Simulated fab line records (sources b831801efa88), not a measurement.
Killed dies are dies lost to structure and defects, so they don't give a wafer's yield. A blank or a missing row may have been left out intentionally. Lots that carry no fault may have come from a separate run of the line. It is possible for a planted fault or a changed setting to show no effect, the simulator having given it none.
Which tool is to blame? + flow gf180mcu + Sampling: 13 lots, 39 wafers, 4 of 602 route steps

== WHAT THE GAUGES SHOWED, per wafer ==
GF_V3_RS_MEAS_24: a four-point-probe measurement.
| lot  | measured     | on            | V3_W_RS (ohm/sq)  |
|------|--------------|---------------|-------------------|
| L182 | day 22 05:53 | film metro-04 | 0.328 0.330 0.326 |
| L184 | day 23 08:32 | film metro-01 | 0.332 0.333 0.328 |
| L185 | day 23 18:26 | film metro-04 | 0.329 0.328 0.327 |
| L186 | day 24 00:58 | film metro-04 | 0.323 0.327 0.330 |
| L187 | day 24 13:04 | film metro-01 | 0.323 0.319 0.332 |
| L188 | day 24 20:40 | film metro-04 | 0.332 0.330 0.331 |
| L190 | day 25 09:16 | film metro-04 | 0.322 0.322 0.330 |
| L194 | day 26 23:05 | film metro-02 | 0.328 0.326 0.330 |
| L195 | day 27 02:32 | film metro-02 | 0.332 0.327 0.330 |
| L201 | day 29 05:19 | film metro-01 | 0.324 0.323 0.324 |
| L202 | day 29 11:18 | film metro-04 | 0.326 0.332 0.330 |
| L203 | day 29 13:37 | film metro-02 | 0.332 0.327 0.336 |
| L204 | day 30 00:31 | film metro-02 | 0.328 0.328 0.328 |

GF_M4_THK_MEAS_06: measures by xrf.
| lot  | measured     | on            | M4_ALCU_THK (nm) |
|------|--------------|---------------|------------------|
| L182 | day 22 06:42 | film metro-02 | 444 446 446      |
| L184 | day 23 09:21 | film metro-03 | 443 444 444      |
| L185 | day 23 19:15 | film metro-03 | 444 447 446      |
| L186 | day 24 01:47 | film metro-02 | 446 445 442      |
| L187 | day 24 13:53 | film metro-04 | 435 436 437      |
| L188 | day 24 21:29 | film metro-04 | 440 441 443      |
| L190 | day 25 10:06 | film metro-03 | 447 444 444      |
| L194 | day 26 23:53 | film metro-03 | 452 447 442      |
| L195 | day 27 03:21 | film metro-03 | 449 444 447      |
| L201 | day 29 06:44 | film metro-02 | 449 449 446      |
| L202 | day 29 12:06 | film metro-04 | 442 441 440      |
| L203 | day 29 14:47 | film metro-02 | 451 445 450      |
| L204 | day 30 01:20 | film metro-03 | 448 446 445      |

== WHICH TOOL RAN EACH LOT (tool, then ch and the chambers of the sampled wafers, then the start) ==
| lot  | GF_V3_ETCH_17                                 | GF_M4_SPUTTER_03             |
|------|-----------------------------------------------|------------------------------|
| L182 | rie diel-04 ch 0,2, day 22 05:53 or earlier   | pvd sputter-04, day 22 06:31 |
| L184 | rie diel-04 ch 0,1,2, day 23 08:32 or earlier | pvd sputter-01, day 23 09:10 |
| L185 | rie diel-03 ch 0,1, day 23 18:26 or earlier   | pvd sputter-04, day 23 19:04 |
| L186 | rie diel-03 ch 2,3, day 24 00:58 or earlier   | pvd sputter-03, day 24 01:37 |
| L187 | rie diel-03 ch 0,2,3, day 24 13:04 or earlier | pvd sputter-04, day 24 13:43 |
| L188 | rie diel-03 ch 1,3, day 24 20:40 or earlier   | pvd sputter-04, day 24 21:18 |
| L190 | rie diel-02 ch 1,2,3, day 25 09:16 or earlier | pvd sputter-01, day 25 09:55 |
| L194 | rie diel-03 ch 0,1,3, day 26 23:05 or earlier | pvd sputter-03, day 26 23:41 |
| L195 | rie diel-03 ch 2,3, day 27 02:32 or earlier   | pvd sputter-01, day 27 03:10 |
| L201 | rie diel-03 ch 1,2, day 29 05:19 or earlier   | pvd sputter-04, day 29 06:31 |
| L202 | rie diel-03 ch 0,1,2, day 29 11:18 or earlier | pvd sputter-01, day 29 11:54 |
| L203 | rie diel-03 ch 0,3, day 29 13:37 or earlier   | pvd sputter-01, day 29 14:37 |
| L204 | rie diel-03 ch 2,3, day 30 00:31 or earlier   | pvd sputter-03, day 30 01:08 |
- GF_V3_ETCH_17: etches SiO2 in C4F8/O2/Ar, stops on TiN, target depth 635 nm.
- GF_M4_SPUTTER_03: material Ti, target thk 10 nm, time 6.7 s.

== WHAT THE TOOLS THEMSELVES READ (means of the sampled wafers that have a number; where no wafer has one, the mark that the record gives instead) ==
GF_V3_ETCH_17.
| lot  | tool        | oes product au (a.u.) |
|------|-------------|-----------------------|
| L182 | rie diel-04 | 0.854                 |
| L184 | rie diel-04 | 0.852                 |
| L185 | rie diel-03 | 0.854                 |
| L186 | rie diel-03 | 0.856                 |
| L187 | rie diel-03 | 0.854                 |
| L188 | rie diel-03 | 0.853                 |
| L190 | rie diel-02 | 0.861                 |
| L194 | rie diel-03 | 0.858                 |
| L195 | rie diel-03 | 0.859                 |
| L201 | rie diel-03 | 0.857                 |
| L202 | rie diel-03 | 0.857                 |
| L203 | rie diel-03 | 0.855                 |
| L204 | rie diel-03 | 0.854                 |

GF_M4_SPUTTER_03.
| lot  | tool           | chamber pressure pa (Pa) | throttle valve pct (%) |
|------|----------------|--------------------------|------------------------|
| L182 | pvd sputter-04 | 0.3001                   | 29.6                   |
| L184 | pvd sputter-01 | 0.2996                   | 31.7                   |
| L185 | pvd sputter-04 | 0.2999                   | 29.0                   |
| L186 | pvd sputter-03 | 0.2998                   | 30.1                   |
| L187 | pvd sputter-04 | 0.2999                   | 29.9                   |
| L188 | pvd sputter-04 | 0.3002                   | 29.1                   |
| L190 | pvd sputter-01 | 0.3000                   | 31.7                   |
| L194 | pvd sputter-03 | 0.3000                   | 30.8                   |
| L195 | pvd sputter-01 | 0.3090                   | 30.6                   |
| L201 | pvd sputter-04 | 0.3000                   | 29.2                   |
| L202 | pvd sputter-01 | 0.3003                   | 31.8                   |
| L203 | pvd sputter-01 | 0.3006                   | 32.2                   |
| L204 | pvd sputter-03 | 0.2995                   | 31.5                   |

== THE ANSWER, worked out from the rows above alone ==
Rule: the usual values come from the lots themselves. Put in order of their means at a reading, lots are off if they are a third of the lots or fewer, leave a main group of 4 or more, and stand apart from it by a gap of 3 or more times the standard deviation of the main group's means; of several such gaps the widest counts. The tables above print the reading to a certain number of digits; a main group whose means all agree to those digits is not used. A lot without any number at a reading at which 4 lots or more have one is off too. All remaining lots with rows at the step are treated as sound. Order of review: gauges by route order, followed by the tools' own readings, for which a lot's mean as printed above is used. At the first step where some lot is off, the reading lying furthest off is the one used; lots without a number count as furthest.
Off, at GF_M4_SPUTTER_03 on chamber pressure pa: L195. For the main group the mean is 0.3000 Pa and the standard deviation 0.00028.
If a tool, at that step or one of the process steps before it, ran each lot that is off and ran no sound lot following the first of them, it fits. With no start given for some of its lots, GF_V3_ETCH_17 uses the hours and lot order of GF_V3_RS_MEAS_24. Of those tried, none fits.

== WHAT WAS PUT IN BY THE SIMULATOR ==
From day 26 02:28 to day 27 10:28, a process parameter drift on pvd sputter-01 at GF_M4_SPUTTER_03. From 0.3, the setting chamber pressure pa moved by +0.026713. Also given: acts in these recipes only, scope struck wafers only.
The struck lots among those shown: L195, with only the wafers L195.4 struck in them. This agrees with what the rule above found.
